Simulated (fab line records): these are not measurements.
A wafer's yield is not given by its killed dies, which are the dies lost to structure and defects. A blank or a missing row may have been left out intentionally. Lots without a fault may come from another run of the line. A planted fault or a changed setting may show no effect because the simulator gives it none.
What tool caused it? / flow sky130 / 21 wafers from 7 lots sampled at 2 of the route's 708 steps

## WHAT THE GAUGES SHOWED, per wafer
SKY_VT_ADJUST_PCH_OVL_MEAS_07.
lot=L778; measured=day 10 19:37; on=overlay-02; VT_ADJUST_PCH_OVL (nm)=-1.3 -1.4 -2.2
lot=L781; measured=day 12 07:32; on=overlay-02; VT_ADJUST_PCH_OVL (nm)=-1.9 -3.1 -2.6
lot=L788; measured=day 14 00:58; on=overlay-02; VT_ADJUST_PCH_OVL (nm)=0.3 -0.4 1.1
lot=L791; measured=day 15 04:16; on=overlay-01; VT_ADJUST_PCH_OVL (nm)=- - -
lot=L793; measured=day 15 12:37; on=overlay-02; VT_ADJUST_PCH_OVL (nm)=- - -
lot=L796; measured=day 16 16:43; on=overlay-01; VT_ADJUST_PCH_OVL (nm)=-1.8 0.8 0.4
lot=L798; measured=day 17 09:28; on=overlay-01; VT_ADJUST_PCH_OVL (nm)=0.2 0.3 -0.5

## WHICH TOOL RAN EACH LOT (tool, then ch and the chambers of the sampled wafers, then the start)
lot=L778; SKY_VT_ADJUST_PCH_COAT_02=litho track-03 ch 0, day 10 07:34
lot=L781; SKY_VT_ADJUST_PCH_COAT_02=litho track-03 ch 0, day 11 20:05
lot=L788; SKY_VT_ADJUST_PCH_COAT_02=litho track-01 ch 0, day 13 11:26
lot=L791; SKY_VT_ADJUST_PCH_COAT_02=litho track-03, day 14 14:58
lot=L793; SKY_VT_ADJUST_PCH_COAT_02=litho track-03, day 14 23:28
lot=L796; SKY_VT_ADJUST_PCH_COAT_02=litho track-03 ch 0, day 16 02:43
lot=L798; SKY_VT_ADJUST_PCH_COAT_02=litho track-03 ch 0, day 16 18:50
- SKY_VT_ADJUST_PCH_COAT_02: resist thk 3000 nm.

## THE ANSWER, worked out from the rows above alone
Rule: the lots themselves supply what counts as usual. The widest of any qualifying gaps counts: lots, ordered by their means at a reading, are off when they make up no more than a third of the lots, leave a main group of 4 or more, and stand apart from it by 3 or more times the standard deviation of that group's means. A main group whose means are all the same, to the digits that the tables above print for the reading, isn't used. Also off: a lot with no number at a reading for which 4 or more lots have one. The other lots that the step has rows for count as sound.
Off: L791, L793, at SKY_VT_ADJUST_PCH_OVL_MEAS_07 (VT_ADJUST_PCH_OVL). Without a number there: L791, L793. Mean -0.8 nm and standard deviation 1.1 in the main group.
A tool fits if, at a process step before that reading, it ran every lot that is off, and no sound lot after the first of them. Those tools and the gauges at SKY_VT_ADJUST_PCH_OVL_MEAS_07 are tried in the same way. No candidate that was tried fits.

## WHAT THE SIMULATOR HAD PUT IN
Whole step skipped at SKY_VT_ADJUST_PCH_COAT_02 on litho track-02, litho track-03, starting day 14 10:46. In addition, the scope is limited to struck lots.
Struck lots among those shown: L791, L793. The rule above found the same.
